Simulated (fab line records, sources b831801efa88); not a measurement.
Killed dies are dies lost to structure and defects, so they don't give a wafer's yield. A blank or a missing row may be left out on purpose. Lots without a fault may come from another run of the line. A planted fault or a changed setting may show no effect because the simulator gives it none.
A struck lot beside a sound one | flow sky130 | 26 steps out of a route of 708
Sound: wafers L989.4, L989.5, L989.6. Struck: wafer L991.6. (L991.3, L991.4 of the same lot were not struck and are left out.) The cause comes at the end.
At each step with rows: each side's tool, then ch and its chambers, then its first start. Under that, the readings that differ: sound wafers | struck wafers | difference of the means | sigmas: that difference in standard deviations of wafers without a fault.
alike: readings whose means differ by less than 2 such deviations, and words and numbers that are the same on both sides. not compared: withheld readings, readings that some wafer has no value for, bounds like >300 that may hide the same value, and numbers for which the record gives no deviation and whose values overlap.
The two part at a step that has a row with sigmas, a row that says differs or no value, or rows on one side only. Numbers that don't overlap but have no deviation are shown without sigmas and don't part them. A reading that every wafer of one side lacks parts them only if that side has two wafers or more.

first, 6 steps without rows for these wafers: SKY_SD_N_IMPLANT_10; SKY_SD_N_STRIP_11 (strips in O2/N2); SKY_SD_N_CLEAN_13 (cleans in SC1/SC2, time 150 s); SKY_SD_N_RTA_14 (time 2 s); SKY_SALICIDE_CLEAN_00 (cleans in HF-last, time 30 s); SKY_LI_CONTACT_HDPCVD_00 (deposits PSG, target thk 930 nm, time 155 s).
SKY_LI_CONTACT_CMP_02: polishes PSG.
  sound on cmp-01 ch 0,3, day 28 02:47; struck on cmp-01 ch 0, day 28 17:20
  reading                                       | sound             | struck | difference | sigmas
  time_to_endpoint_s (s)                        | 30.7 36.1 32.4    | 40.9   | +7.8       | +3
  model.PSG_of_LI_CONTACT_HDPCVD_00.thk_nm (nm) | 597.5 597.7 595.5 | 499.5  | -97.4      |
  alike: motor_current_A
then, 9 steps without rows for these wafers: SKY_LI_CONTACT_DEHYDRATE_04 (time 60 s); SKY_LI_CONTACT_HMDS_05 (prime time 60 s); SKY_LI_CONTACT_COAT_06 (resist thk 60 nm); SKY_LI_CONTACT_COAT_07 (resist thk 450 nm); SKY_LI_CONTACT_SOFTBAKE_08 (time 90 s); SKY_LI_CONTACT_EXPOSE_09 (exposes mask LICM1, target cd 170 nm); SKY_LI_CONTACT_PEB_10; SKY_LI_CONTACT_DEVELOP_11 (develop time 60 s); SKY_LI_CONTACT_ETCH_14 (etches BARC in N2/H2, stops on SiO2, time 45.9 s, target depth 60 nm).
SKY_LI_CONTACT_ETCH_15: etches PSG in C4F8/O2/Ar, stops on Si, target depth 600 nm.
  sound on rie_diel-03 ch 1,2,3, day 29 08:08; struck on rie_diel-01 ch 0, day 29 21:21
  reading                                | sound             | struck | difference | sigmas
  oes_product_au (a.u.)                  | 0.831 0.839 0.838 | 0.764  | -0.072     | -15
  model.etch.depth_nm (nm)               | 597.5 597.7 595.5 | 499.5  | -97.4      |
  model.LI_CONTACT.feature_depth_nm (nm) | 597.5 597.7 595.5 | 499.5  | -97.4      |
then, 6 steps without rows for these wafers: SKY_LI_CONTACT_STRIP_16 (strips in O2/N2); SKY_LI_CONTACT_CLEAN_17 (cleans in NMP, time 600 s); SKY_LI_CONTACT_PRE_CLEAN_18 (time 5.6 s); SKY_LI_CONTACT_SPUTTER_19 (material Ti, target thk 20 nm, time 106.37 s); SKY_LI_CONTACT_SPUTTER_20 (material TiN, target thk 20 nm, time 80 s); SKY_LI_CONTACT_CVD_21 (deposits W, target thk 400 nm, time 120.56 s).
SKY_LI_CONTACT_CMP_24: polishes, stops on PSG, t overpolish 20 s, target thk 0 nm.
  sound on cmp-01 ch 0,1, day 29 08:57; struck on cmp-02 ch 0, day 29 22:10
  reading                                       | sound           | struck | difference | sigmas
  model.PSG_of_LI_CONTACT_HDPCVD_00.thk_nm (nm) | 588.1 588.2 586 | 490    | -97        |
  alike: motor_current_A
then, 1 step without rows for these wafers: SKY_LOCAL_INTERCONNECT_SPUTTER_00 (material TiN, target thk 100 nm, time 83.3 s).
-- the record jumps here: 16 days lie between the struck wafers' starts before and after (it left off in module LOCAL_INTERCONNECT and takes up again in module PAD_OPEN, whose first step shown is number 708 of the route) --
SKY_PAD_OPEN_PROBE_99:
  sound on prober-02, day 46 00:58; struck on prober-02, day 46 07:04
  reading                                 | sound             | struck | difference | sigmas
  model.etest.licon_pdiff.rc_ohm          | 577.4 583.7 586.1 | 556.1  | -26.3      |
  model.etest.cap_li_to_poly.c_af_um2     | 95.79 98.38 101.7 | 135.3  | +36.7      |
  model.etest.licon_high_po.rc_ohm        | 356.9 368.1 363.2 | 329.4  | -33.3      |
  model.etest.licon_ndiff.rc_ohm          | 182.5 180.2 179.3 | 159.9  | -20.8      |
  model.etest.sonos_uncharged.r_on_ohm_um | 808.3 805.3 812.2 | 788.4  | -20.2      |
  model.etest.licon_poly.rc_ohm           | 151.2 154.7 153.2 | 137.4  | -15.6      |
  model.etest.cap_li_to_well.c_af_um2     | 36.25 37.35 36.36 | 40.17  | +3.52      |
  alike: killed_at_M0_to_M3, killed_at_M4_up, killed_at_contacts, killed_at_front_end, killed_at_other, killed_dies, killed_open, killed_short

WHERE THEY PART
First at SKY_LI_CONTACT_CMP_02; last, within this record, at SKY_LI_CONTACT_ETCH_15. Later steps at which nothing parts them and some readings are alike: SKY_LI_CONTACT_CMP_24, SKY_PAD_OPEN_PROBE_99.

WHY: what the simulator had put in
Process parameter drift: cmp-01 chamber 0, from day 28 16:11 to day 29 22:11, at SKY_LI_CONTACT_CMP_02. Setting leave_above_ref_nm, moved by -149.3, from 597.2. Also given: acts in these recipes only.
